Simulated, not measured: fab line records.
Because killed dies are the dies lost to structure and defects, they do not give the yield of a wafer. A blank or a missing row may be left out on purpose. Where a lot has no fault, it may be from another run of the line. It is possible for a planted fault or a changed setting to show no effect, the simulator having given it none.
Which of the tools did it? / flow gf180mcu / 36 wafers from 12 lots sampled at 4 of the route's 602 steps

## WHAT THE GAUGES READ, wafer by wafer
GF_M4_RS_MEAS_05: the measuring method here is four-point-probe.
lot=L075; measured=day 22 23:16; on=film_metro-01; M4_ALCU_RS (ohm/sq)=0.0693 0.0694 0.0689
lot=L077; measured=day 23 17:43; on=film_metro-03; M4_ALCU_RS (ohm/sq)=0.0694 0.0695 0.0696
lot=L079; measured=day 24 13:15; on=film_metro-01; M4_ALCU_RS (ohm/sq)=0.0690 0.0709 0.0700
lot=L081; measured=day 25 05:46; on=film_metro-03; M4_ALCU_RS (ohm/sq)=0.0698 0.0694 0.0685
lot=L083; measured=day 25 20:17; on=film_metro-01; M4_ALCU_RS (ohm/sq)=0.0704 0.0706 0.0708
lot=L085; measured=day 26 12:40; on=film_metro-03; M4_ALCU_RS (ohm/sq)=0.0694 0.0686 0.0693
lot=L087; measured=day 27 07:28; on=film_metro-03; M4_ALCU_RS (ohm/sq)=0.0702 0.0701 0.0694
lot=L089; measured=day 27 17:44; on=film_metro-02; M4_ALCU_RS (ohm/sq)=0.0684 0.0676 0.0693
lot=L091; measured=day 28 12:53; on=film_metro-01; M4_ALCU_RS (ohm/sq)=0.0707 0.0697 0.0699
lot=L093; measured=day 28 19:41; on=film_metro-03; M4_ALCU_RS (ohm/sq)=0.0687 0.0688 0.0680
lot=L095; measured=day 29 11:35; on=film_metro-01; M4_ALCU_RS (ohm/sq)=0.0695 0.0705 0.0714
lot=L097; measured=day 30 05:13; on=film_metro-03; M4_ALCU_RS (ohm/sq)=0.0694 0.0709 0.0696

## TOOL THAT RAN EACH LOT (tool first, then ch and the chambers of the sampled wafers, then the start)
lot=L075; GF_M2_STRIP_17=plasma_asher-02 ch 0,1, day 19 16:35; GF_M3_SPUTTER_03=pvd_sputter-03, day 20 19:58; GF_V3_CMP_26=cmp-02 ch 0,2,3, day 22 22:44
lot=L077; GF_M2_STRIP_17=plasma_asher-04 ch 0,1, day 20 11:03; GF_M3_SPUTTER_03=pvd_sputter-02, day 21 14:23; GF_V3_CMP_26=cmp-01 ch 0,1,3, day 23 17:11
lot=L079; GF_M2_STRIP_17=plasma_asher-02 ch 1, day 21 08:55; GF_M3_SPUTTER_03=pvd_sputter-03, day 22 11:43; GF_V3_CMP_26=cmp-02 ch 0,1, day 24 12:44
lot=L081; GF_M2_STRIP_17=plasma_asher-04 ch 0,1, day 22 03:31; GF_M3_SPUTTER_03=pvd_sputter-03, day 23 06:14; GF_V3_CMP_26=cmp-01 ch 0,1,3, day 25 05:14
lot=L083; GF_M2_STRIP_17=plasma_asher-04 ch 0,1, day 22 18:38; GF_M3_SPUTTER_03=pvd_sputter-03, day 23 20:58; GF_V3_CMP_26=cmp-01 ch 1,2, day 25 19:44
lot=L085; GF_M2_STRIP_17=plasma_asher-02 ch 0,1, day 23 13:10; GF_M3_SPUTTER_03=pvd_sputter-02, day 24 14:47; GF_V3_CMP_26=cmp-02 ch 0,1, day 26 12:09
lot=L087; GF_M2_STRIP_17=plasma_asher-02 ch 1, day 24 10:10; GF_M3_SPUTTER_03=pvd_sputter-03, day 25 10:40; GF_V3_CMP_26=cmp-01 ch 0,2,3, day 27 06:57
lot=L089; GF_M2_STRIP_17=plasma_asher-04 ch 0,1, day 24 21:27; GF_M3_SPUTTER_03=pvd_sputter-03, day 25 21:28; GF_V3_CMP_26=cmp-01 ch 2,3, day 27 17:13
lot=L091; GF_M2_STRIP_17=plasma_asher-01 ch 0,1, day 25 13:39; GF_M3_SPUTTER_03=pvd_sputter-02, day 26 13:47; GF_V3_CMP_26=cmp-02 ch 1,2,3, day 28 12:23
lot=L093; GF_M2_STRIP_17=plasma_asher-02 ch 0,1, day 26 03:54; GF_M3_SPUTTER_03=pvd_sputter-01, day 27 03:40; GF_V3_CMP_26=cmp-01 ch 0,1,3, day 28 19:11
lot=L095; GF_M2_STRIP_17=plasma_asher-02 ch 0,1, day 26 15:22; GF_M3_SPUTTER_03=pvd_sputter-01, day 27 15:11; GF_V3_CMP_26=cmp-01 ch 0,2,3, day 29 11:04
lot=L097; GF_M2_STRIP_17=plasma_asher-01 ch 0,1, day 27 11:13; GF_M3_SPUTTER_03=pvd_sputter-01, day 28 12:58; GF_V3_CMP_26=cmp-02 ch 0,2, day 30 04:41
- GF_M2_STRIP_17: strips in O2/N2.
- GF_M3_SPUTTER_03: material Ti, target thk 10 nm, time 6.7 s.
- GF_V3_CMP_26: polishes, stops on SiO2, t overpolish 15 s, target thk 0 nm.

## THE ANSWER, worked out from the rows above alone
Rule: the lots themselves supply what counts as usual. Put in order of their means at a reading, lots are off if they are a third of the lots or fewer, leave a main group of 4 or more, and stand apart from it by a gap of 3 or more times the standard deviation of the main group's means; of several such gaps the widest counts. The tables above print the reading to a certain number of digits; a main group whose means all agree to those digits is not used. Also off: a lot with no number at a reading for which 4 or more lots have one. Any other lot the step has rows for is counted as sound.
No lot is off on any of the readings shown, so nothing can be concluded from this.

## WHAT HAD BEEN PUT IN BY THE SIMULATOR
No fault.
